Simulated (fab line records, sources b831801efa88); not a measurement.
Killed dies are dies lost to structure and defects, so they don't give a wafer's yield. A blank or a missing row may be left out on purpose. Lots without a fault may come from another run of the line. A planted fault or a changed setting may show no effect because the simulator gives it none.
A struck lot beside a sound one | flow gf180mcu | 19 steps out of a route of 602
Sound: wafers L820.1, L820.4, L820.5. Struck: wafers L823.1, L823.2, L823.3. The cause comes at the end.
At each step with rows: each side's tool, then ch and its chambers, then its first start. Under that, the readings that differ: sound wafers | struck wafers | difference of the means | sigmas: that difference in standard deviations of wafers without a fault.
alike: readings whose means differ by less than 2 such deviations, and words and numbers that are the same on both sides. not compared: withheld readings, readings that some wafer has no value for, bounds like >300 that may hide the same value, and numbers for which the record gives no deviation and whose values overlap.
The two part at a step that has a row with sigmas, a row that says differs or no value, or rows on one side only. Numbers that don't overlap but have no deviation are shown without sigmas and don't part them. A reading that every wafer of one side lacks parts them only if that side has two wafers or more.

first, 2 steps without rows for these wafers: GF_DUAL_GATE_PEB_09; GF_DUAL_GATE_DEVELOP_10 (develop time 60 s).
GF_DUAL_GATE_OVL_MEAS_11:
  sound on overlay-01, day 8 06:46; struck on overlay-01, day 9 03:47
  alike: DUAL_GATE_OVL
then, 1 step without rows for these wafers: GF_DUAL_GATE_WET_ETCH_12 (etches SiO2 in dHF, target depth 13 nm, time 260 s).
GF_DUAL_GATE_STRIP_13: strips in O2/N2.
  sound on plasma_asher-02 ch 0,1, day 8 06:53; struck on plasma_asher-01 ch 0,1, day 9 03:55
  alike: drypump_motor_current_A, heater_power_w, oes_product_au, strip_time_to_endpoint_s
  not compared: rf_hours_counter_h
then, 3 steps without rows for these wafers: GF_DUAL_GATE_CLEAN_14 (cleans in SC1/SC2, time 150 s); GF_DUAL_GATE_OXIDATION_15 (stabilise 600 s, purge 300 s, target thk 7.098 nm); GF_POLY_GATE_CVD_00 (deposits poly-Si, target thk 200 nm, time 1200 s).
GF_POLY_GATE_THK_MEAS_01:
  sound on film_metro-03, day 8 10:54; struck on film_metro-03, day 9 07:24
  alike: POLY_GATE_CVD_00_THK
then, 3 steps without rows for these wafers: GF_POLY_GATE_DEHYDRATE_02 (time 60 s); GF_POLY_GATE_HMDS_03 (prime time 60 s); GF_POLY_GATE_COAT_04.
GF_POLY_GATE_COAT_05: resist thk 700 nm.
  sound on litho_track-02 ch 0, day 8 18:00; struck on litho_track-04 ch 0, day 9 15:00
  reading                                    | sound             | struck            | difference | sigmas
  model.KrF_of_POLY_GATE_COAT_05.thk_nm (nm) | 700.7 698.9 699.2 | 717.6 717.9 720.1 | +18.9      |
then, 3 steps without rows for these wafers: GF_POLY_GATE_SOFTBAKE_06 (time 60 s); GF_POLY_GATE_EXPOSE_07 (exposes mask Poly2, target cd 280 nm); GF_POLY_GATE_PEB_08 (peb time 90 s).
GF_POLY_GATE_DEVELOP_09: develop time 60 s.
  sound on litho_track-02 ch 0, day 9 03:20; struck on litho_track-04 ch 0, day 10 00:21
  reading                                    | sound           | struck          | difference | sigmas
  model.KrF_of_POLY_GATE_COAT_05.thk_nm (nm) | 685.8 684 684.3 | 702.7 703 705.2 | +18.9      |
GF_POLY_GATE_CD_MEAS_10: target cd 280 nm.
  sound on cd_sem-01, day 9 03:29; struck on cd_sem-02, day 10 00:30
  alike: cd_nm
-- the record jumps here: 20 days lie between the struck wafers' starts before and after (it left off in module POLY_GATE and takes up again in module PASSIVATION, whose first step shown is number 602 of the route) --
GF_PASSIVATION_PROBE_99:
  the record has rows for the struck wafers here (prober-02, day 29 23:12) and none for the sound ones

WHERE THEY PART
Only at GF_PASSIVATION_PROBE_99, within this record.

WHY: what the simulator had put in
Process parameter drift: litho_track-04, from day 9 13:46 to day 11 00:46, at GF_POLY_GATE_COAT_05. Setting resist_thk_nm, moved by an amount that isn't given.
